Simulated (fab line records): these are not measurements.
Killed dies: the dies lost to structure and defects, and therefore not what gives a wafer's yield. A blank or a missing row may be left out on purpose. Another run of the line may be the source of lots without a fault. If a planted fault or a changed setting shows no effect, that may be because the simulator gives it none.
The tool behind it: which one? -- flow sky130 -- Sampling: 14 lots, 41 wafers, 2 of 708 route steps

## WHAT EACH GAUGE READ, for each wafer
SKY_METAL4_OVL_MEAS_14. Usual: METAL4_OVL -1 nm, standard deviation 5.5.
lot,measured,on,METAL4_OVL (nm),flag
L165,day 43 00:53,overlay-02,-2 -3 0,
L166,day 43 14:41,overlay-01,-3 -11 -7,
L167,day 43 23:28,overlay-02,-8 -5 -8,
L168,day 44 09:07,overlay-01,-2 4 9,
L171,day 44 22:35,overlay-01,-1 -7 -1,
L174,day 45 12:13,overlay-02,0 3 -2,
L175,day 45 14:58,overlay-02,9 10 11,
L177,day 46 09:32,overlay-02,-9 -9 -10,
L178,day 46 13:30,overlay-01,-1 10,
L180,day 46 16:43,overlay-02,1 -3 -1,
L179,day 46 17:05,overlay-02,-1 1 4,
L183,day 47 13:58,overlay-02,3 8 9,
L184,day 47 16:04,overlay-01,-4 1 -7,
L182,day 47 20:23,overlay-02,11 9 4,

## WHAT TOOL EACH LOT RAN ON (gives the tool, then ch and the chambers of the sampled wafers, and finally the start)
lot,SKY_METAL4_SPUTTER_03
L165,"pvd_sputter-04, day 41 02:03"
L166,"pvd_sputter-03, day 41 15:11"
L167,"pvd_sputter-04, day 41 23:55"
L168,"pvd_sputter-04, day 42 10:16"
L171,"pvd_sputter-03, day 43 01:19"
L174,"pvd_sputter-03, day 43 14:32"
L175,"pvd_sputter-03, day 43 17:11"
L177,"pvd_sputter-02, day 44 13:46"
L178,"pvd_sputter-02, day 44 18:08"
L180,"pvd_sputter-02, day 44 22:01"
L179,"pvd_sputter-03, day 44 22:32"
L183,"pvd_sputter-02, day 45 20:01"
L184,"pvd_sputter-04, day 45 23:07"
L182,"pvd_sputter-03, day 46 04:04"
- SKY_METAL4_SPUTTER_03: material Ti, target thk 5 nm, time 3.3 s.

## AS READ BY THE TOOLS THEMSELVES (means over the sampled wafers that have a number; for cases with no such wafer, the mark the record gives instead)
SKY_METAL4_SPUTTER_03. Usual: throttle_valve_pct 30.1 %, standard deviation 1.2.
lot,tool,throttle_valve_pct (%),flag
L165,pvd_sputter-04,29.3,
L166,pvd_sputter-03,30.7,
L167,pvd_sputter-04,29.0,
L168,pvd_sputter-04,29.1,
L171,pvd_sputter-03,31.6,
L174,pvd_sputter-03,29.9,
L175,pvd_sputter-03,30.7,
L177,pvd_sputter-02,30.0,
L178,pvd_sputter-02,30.1,
L180,pvd_sputter-02,30.5,
L179,pvd_sputter-03,30.9,
L183,pvd_sputter-02,30.4,
L184,pvd_sputter-04,29.3,
L182,pvd_sputter-03,31.7,

## THE ANSWER, worked out from the rows above alone
Rule: a lot counts as off when the mean over its wafers that have a number is more than 3 standard deviations away from the usual mean. A lot without any number at a reading at which 4 lots or more have one is off too. Any other lot the step has rows for is counted as sound. Order of review: gauges by route order, followed by the tools' own readings, for which a lot's mean as printed above is used. At the first step where some lot is off, the reading lying furthest off is the one used; lots without a number count as furthest.
No lot is off at any reading shown: from this, nothing can be told.

## WHAT THE SIMULATOR PUT IN
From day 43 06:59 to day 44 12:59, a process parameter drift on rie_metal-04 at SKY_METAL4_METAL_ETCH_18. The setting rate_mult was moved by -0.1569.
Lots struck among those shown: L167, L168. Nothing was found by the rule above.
